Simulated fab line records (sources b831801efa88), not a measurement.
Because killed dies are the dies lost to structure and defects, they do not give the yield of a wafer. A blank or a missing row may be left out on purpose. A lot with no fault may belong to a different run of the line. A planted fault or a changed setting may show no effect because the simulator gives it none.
What tool caused it? ; flow gf180mcu ; route of 602 steps, sampled at 1 step: 7 lots, 21 wafers

## WHAT THE GAUGES SHOWED, per wafer
GF_PSD_TW_MEAS_11.
lot;measured;on;PSD_TW
L855;day 15 13:55;film metro-02;3128 3135 3143
L863;day 18 15:16;film metro-03;3194 3198 3198
L865;day 19 07:49;film metro-03;3192 3179 3189
L867;day 19 21:20;film metro-02;3076 3087 3081
L870;day 20 20:46;film metro-02;3102 3091 3105
L872;day 21 13:32;film metro-02;3127 3104 3115
L874;day 22 08:20;film metro-02;3121 3136 3129

## WHAT TOOL EACH LOT RAN ON (gives the tool, then ch and the chambers of the sampled wafers, and finally the start)
Before these readings, the record contains no process step.

## THE ANSWER, worked out from the rows above alone
Rule: the lots themselves supply what counts as usual. Put in order of their means at a reading, lots are off if they are a third of the lots or fewer, leave a main group of 4 or more, and stand apart from it by a gap of 3 or more times the standard deviation of the main group's means; of several such gaps the widest counts. A main group whose means are all the same, to the digits that the tables above print for the reading, isn't used. A lot without any number at a reading at which 4 lots or more have one is off too. The other lots that the step has rows for count as sound.
Across all readings shown, no lot is off: no conclusion can be drawn from this.

## WHAT THE SIMULATOR PUT IN
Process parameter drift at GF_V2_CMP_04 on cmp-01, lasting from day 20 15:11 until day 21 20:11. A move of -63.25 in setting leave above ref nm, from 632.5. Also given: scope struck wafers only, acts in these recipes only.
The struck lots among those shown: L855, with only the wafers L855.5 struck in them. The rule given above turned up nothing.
